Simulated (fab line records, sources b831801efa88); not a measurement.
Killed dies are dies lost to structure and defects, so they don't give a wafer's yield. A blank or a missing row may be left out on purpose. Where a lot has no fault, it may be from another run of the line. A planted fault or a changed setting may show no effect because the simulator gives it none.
Problem report in the 8D (eight disciplines) form, filled by code    flow sky130    the parts of the form that need people (team, actions taken, sign-off) are left out

1. WHAT WENT WRONG
runLengthS at SKY_METAL4_ETCH_16 reads a mean of 122.7 s on 1 wafer of 1 lot; wafers without a fault read 116.5 s with a standard deviation of 0.54. Measured from the usual mean, that is +11 standard deviations.
The step: etches BARC in N2/H2, stops on SiO2, time 88.2 s, target depth 60 nm.
Seen first at day 47 08:11 on rieMetal-02, wafer L101.1. At this step, 35 wafers from 12 lots have a number in the record. By rule, "out" or "out of limits" means more than 4 standard deviations away from the usual mean. Any other wafer with a number is counted as sound.

2. WHAT IT IS; WHAT IT IS NOT
question                     is                 is not
which readings at this step  runLengthS         drypumpMotorCurrentA, h2FlowSccm, throttleValvePct
which lots                   L101               L102, L103, L981, L983, L984, L985, L986, L988, L989, L990, L991
which wafers of those lots   L101.1             L101.3
read on which tools          rieMetal-02        rieMetal-01, rieMetal-03
when                         from day 47 08:11  up to then (28 sound wafers); but 6 sound wafers of L102, L103 came after

3. WHAT RULES OUT EACH SUSPECT
Counting: a tool at a process step up to the reading stays a suspect if it ran every lot that is out. Sound lots after the first of them don't rule it out here, since some wafers of a struck lot are sound.
- rieMetal-02 at SKY_METAL4_ETCH_16 (etches BARC in N2/H2, stops on SiO2, time 88.2 s, target depth 60 nm): kept. It processed L101, the lot that is out, at day 47 08:11, and its most recent sound lot before then was L989 at day 44 04:26. Its own runLengthS readings are out on those wafers.
After counting, what remains is rieMetal-02 at SKY_METAL4_ETCH_16.

4. THE CAUSE (what the simulator had put in)
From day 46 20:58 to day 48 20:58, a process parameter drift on rieMetal-02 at SKY_METAL4_ETCH_16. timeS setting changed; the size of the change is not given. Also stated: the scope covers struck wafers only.
After counting, this tool was the only one left.

5. SEQUENCE OF EFFECTS, ordered by route
Each row: a reading whose mean over the struck wafers that have a number lies more than 3 standard deviations from the usual. Only readings whose record carries a usual standard deviation are examined. hours: median over the lots of the time between each lot's start at the first step of this table that gives one and its start at this step. sigmas: the change, counted in usual standard deviations.
hours  step                reading       usual       on struck wafers  change  sigmas
0      SKY_METAL4_ETCH_16  oesProductAu  0.626 a.u.  0.612             -0.014  -3.1
0      SKY_METAL4_ETCH_16  runLengthS    116.5 s     122.7             +6.2    +11
Process steps it contains:
- SKY_METAL4_ETCH_16: etches BARC in N2/H2, stops on SiO2, time 88.2 s, target depth 60 nm.

6. WHAT WOULD HAVE CAUGHT IT SOONER
In this record the first reading out of limits was taken at day 47 08:11, 11 hours after the fault began at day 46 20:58.
